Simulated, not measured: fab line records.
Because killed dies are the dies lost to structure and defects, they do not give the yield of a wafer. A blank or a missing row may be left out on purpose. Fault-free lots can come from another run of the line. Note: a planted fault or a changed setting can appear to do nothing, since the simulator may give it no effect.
Chamber matching	flow sky130	4 sister chambers for SKY_VIA3_ETCH_14 on rieDiel-04
The step etches BARC in N2/H2, stops on SiO2, time 45.9 s, target depth 60 nm. 18 wafers are shown with their chamber, then 9 later ones without.

EACH WAFER AND ITS CHAMBER
wafer	chamber	drypumpMotorCurrentA (A)	oesProductAu (a.u.)	throttleValvePct (%)
L074.4	1	4.8	0.855	13.217
L074.5	2	5.8	0.859	13.233
L074.6	1	4.8	0.857	13.232
L075.4	2	5.8	0.863	13.216
L075.5	0	5.9	0.857	13.237
L075.6	1	4.8	0.860	13.228
L077.1	1	4.8	0.850	13.211
L077.3	2	5.8	0.857	13.233
L077.4	1	4.8	0.856	13.231
L082.3	2	5.7	0.854	13.224
L082.4	1	4.8	0.847	13.238
L082.6	1	4.8	0.856	13.229
L084.2	0	5.9	0.847	13.219
L084.4	3	6.2	0.850	13.232
L084.5	2	5.8	0.853	13.234
L085.1	0	5.9	0.861	13.234
L085.4	1	4.8	0.851	13.222
L085.5	1	4.8	0.858	13.215

SIGNATURES, as means of the wafers listed above
reading	chamber 0	chamber 1	chamber 2	chamber 3	scatter within a chamber
drypumpMotorCurrentA	5.900	4.800	5.780	6.200	0.0239
oesProductAu	0.85500	0.85444	0.85720	0.85000	0.00471
throttleValvePct	13.23000	13.22478	13.22800	13.23200	0.00878
Rule: a wafer lies at a distance from a chamber equal to the root of the sum of squares, over the readings, of (its reading less the chamber's mean, divided by the reading's scatter). The wafer belongs to the nearest chamber; if the next one is less than 2 further off, it can't be placed. The scatter: take each reading less its chamber's mean, square it, sum over the shown wafers, divide by the number of wafers less the number of chambers, and take the root.

WAFERS MISSING THEIR CHAMBER
wafer	drypumpMotorCurrentA (A)	oesProductAu (a.u.)	throttleValvePct (%)
L087.3	5.8	0.855	13.227
L087.5	5.9	0.857	13.216
L087.6	6.2	0.860	13.234
L092.1	5.9	0.853	13.230
L092.5	5.8	0.846	13.213
L092.6	6.2	0.853	13.234
L093.1	5.9	0.849	13.229
L093.3	5.8	0.856	13.216
L093.5	4.8	0.848	13.218

WHICH CHAMBER EACH WENT THROUGH
wafer	from the rows above	in truth
L087.3	2	2
L087.5	0	0
L087.6	3	3
L092.1	0	0
L092.5	can't be placed: 2 or 0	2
L092.6	3	3
L093.1	0	0
L093.3	2	2
L093.5	1	1
8 of 9 placed correctly. Can't be placed from these rows: 1 (the true chamber is among the candidates in 1). Wrongly placed: 0.
